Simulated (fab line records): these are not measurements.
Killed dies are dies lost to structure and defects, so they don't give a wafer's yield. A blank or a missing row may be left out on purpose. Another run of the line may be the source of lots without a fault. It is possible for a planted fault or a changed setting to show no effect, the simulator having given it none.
A struck lot beside a sound one ; flow sky130 ; 43 out of 708 route steps
Sound: the wafers L533.1, L533.4, L533.5. Struck: wafer L540.3. (L540.1, L540.2 of the same lot were not struck and are left out.) The cause comes at the end.
At each step with rows: each side's tool, then ch and its chambers, then its first start. Under that, the readings that differ: sound wafers ; struck wafers ; difference of the means ; sigmas: that difference in standard deviations of wafers without a fault.
alike: same words and numbers on both sides, and readings whose means sit less than 2 such deviations apart. not compared: any withheld reading, any reading some wafer has no value for, any bound like >300 that may hide the same value, and any number with overlapping values for which the record gives no deviation.
A row with sigmas, a row that says differs or no value, or rows on one side alone: a step with any of these is where the two part. Numbers that have no deviation but don't overlap get no sigmas and don't part them. A reading that every wafer of one side lacks parts them only if that side has two wafers or more.

first, 8 steps without rows for these wafers: SKY_POLY_GATE_DEHYDRATE_05 (time 60 s); SKY_POLY_GATE_HMDS_06 (prime time 60 s); SKY_POLY_GATE_COAT_07 (resist thk 110 nm); SKY_POLY_GATE_COAT_08 (resist thk 450 nm); SKY_POLY_GATE_SOFTBAKE_09 (time 90 s); SKY_POLY_GATE_EXPOSE_10 (exposes mask P1M, target cd 150 nm); SKY_POLY_GATE_PEB_11; SKY_POLY_GATE_DEVELOP_12 (develop time 60 s).
SKY_POLY_GATE_CD_MEAS_13: the cd target is 150 nm.
  sound: cd_sem-01 at day 18 12:59; struck: cd_sem-02 at day 20 19:38
reading;sound;struck;difference;sigmas
cd_nm (nm);153.7 153.6 152.6;150.2;-3.1;-2
SKY_POLY_GATE_OVL_MEAS_14:
  sound: overlay-02 at day 18 13:06; struck: overlay-01 at day 20 19:45
  alike: POLY_GATE_OVL
SKY_POLY_GATE_ETCH_15: etches BARC in N2/H2, stops on SiO2, time 118.5 s, target depth 110 nm.
  sound on rie_diel-03 ch 1,2,3, day 18 13:08; struck on rie_diel-04 ch 1, day 20 19:47
  alike: drypump_motor_current_A, oes_product_au, throttle_valve_pct
  not compared: rf_hours_counter_h
SKY_POLY_GATE_ETCH_16: etches Si3N4 in CH3F/O2, stops on poly-Si, time 147.5 s, target depth 75 nm.
  sound on rie_diel-03 ch 1,2,3, day 18 13:13; struck on rie_diel-04 ch 1, day 20 19:52
  alike: O2_flow_sccm, drypump_motor_current_A, oes_product_au, throttle_valve_pct
  not compared: rf_hours_counter_h
SKY_POLY_GATE_ETCH_17: etches poly-Si in HBr/Cl2, stops on SiO2, target depth 180 nm, time 70.5 s.
  sound on rie_si-02 ch 0,1, day 18 13:19; struck on rie_si-01 ch 2, day 20 19:58
reading;sound;struck;difference;sigmas
oes_product_au (a.u.);0.985 0.994 0.994;0.970;-0.021;-3
  alike: drypump_motor_current_A, throttle_valve_pct
  not compared: rf_hours_counter_h
SKY_POLY_GATE_STRIP_18: strips in O2/N2.
  sound on plasma_asher-03 ch 0,1, day 18 13:23; struck on plasma_asher-01 ch 1, day 20 20:01
  alike: drypump_motor_current_A, oes_product_au, strip_time_to_endpoint_s
  not compared: rf_hours_counter_h
then, 2 steps without rows for these wafers: SKY_POLY_GATE_CLEAN_19 (cleans in SC1/SC2, time 150 s); SKY_POLY_GATE_OXIDATION_20 (stabilise 600 s, purge 300 s, target thk 4 nm).
SKY_POLY_GATE_THK_MEAS_21:
  sound: film_metro-04 at day 18 16:26; struck: film_metro-03 at day 20 21:56
  alike: POLY_GATE_OXIDATION_THK
SKY_POLY_GATE_CD_MEAS_22:
  sound: cd_sem-01 at day 18 16:30; struck: cd_sem-01 at day 20 22:00
reading;sound;struck;difference;sigmas
cd_nm (nm);151.8 156.1 155.4;148.5;-5.9;-2
then, 7 steps without rows for these wafers: SKY_LDD_N_DEHYDRATE_00 (time 60 s); SKY_LDD_N_HMDS_01 (prime time 60 s); SKY_LDD_N_COAT_02 (resist thk 300 nm); SKY_LDD_N_SOFTBAKE_03 (time 60 s); SKY_LDD_N_EXPOSE_04 (exposes mask NTM, target cd 840 nm); SKY_LDD_N_PEB_05; SKY_LDD_N_DEVELOP_06 (develop time 60 s).
SKY_LDD_N_OVL_MEAS_07:
  sound: overlay-02 at day 19 23:50; struck: overlay-01 at day 22 05:05
  alike: LDD_N_OVL
then, 8 steps without rows for these wafers: SKY_LDD_N_IMPLANT_08; SKY_LDD_N_IMPLANT_09; SKY_LDD_N_IMPLANT_10; SKY_LDD_N_IMPLANT_11; SKY_LDD_N_IMPLANT_12; SKY_LDD_N_IMPLANT_13; SKY_LDD_N_IMPLANT_14; SKY_LDD_N_IMPLANT_15.
SKY_LDD_N_STRIP_16: strips in O2/N2.
  sound on plasma_asher-03 ch 0,1, day 20 01:04; struck on plasma_asher-04 ch 1, day 22 06:19
  alike: drypump_motor_current_A, oes_product_au, strip_time_to_endpoint_s
  not compared: rf_hours_counter_h
SKY_LDD_N_TW_MEAS_17:
  sound: film_metro-01 at day 20 01:10; struck: film_metro-03 at day 22 06:25
  alike: LDD_N_TW
then, 6 steps without rows for these wafers: SKY_LDD_P_DEHYDRATE_00 (time 60 s); SKY_LDD_P_HMDS_01 (prime time 60 s); SKY_LDD_P_COAT_02 (resist thk 1140 nm); SKY_LDD_P_SOFTBAKE_03 (time 60 s); SKY_LDD_P_EXPOSE_04 (exposes mask PSDM, target cd 380 nm); SKY_LDD_P_PEB_05.
-- record jumps: 27 days separate the struck wafers' starts on either side; left off in module LDD_P, taken up again in module PAD_OPEN, whose first shown step is the route's number 708 --
SKY_PAD_OPEN_PROBE_99:
  sound: prober-02 at day 47 23:48; struck: prober-01 at day 49 09:19
reading;sound;struck;difference;sigmas
killed_at_front_end;23 14 14;55;+38;+8
  alike: killed_at_M0_to_M3, killed_at_M4_up, killed_at_contacts, killed_at_other, killed_dies, killed_open, killed_short

## WHERE THEY PART
At SKY_POLY_GATE_CD_MEAS_13 first; at SKY_PAD_OPEN_PROBE_99 last (within this record only).

WHY: what had been put in by the simulator
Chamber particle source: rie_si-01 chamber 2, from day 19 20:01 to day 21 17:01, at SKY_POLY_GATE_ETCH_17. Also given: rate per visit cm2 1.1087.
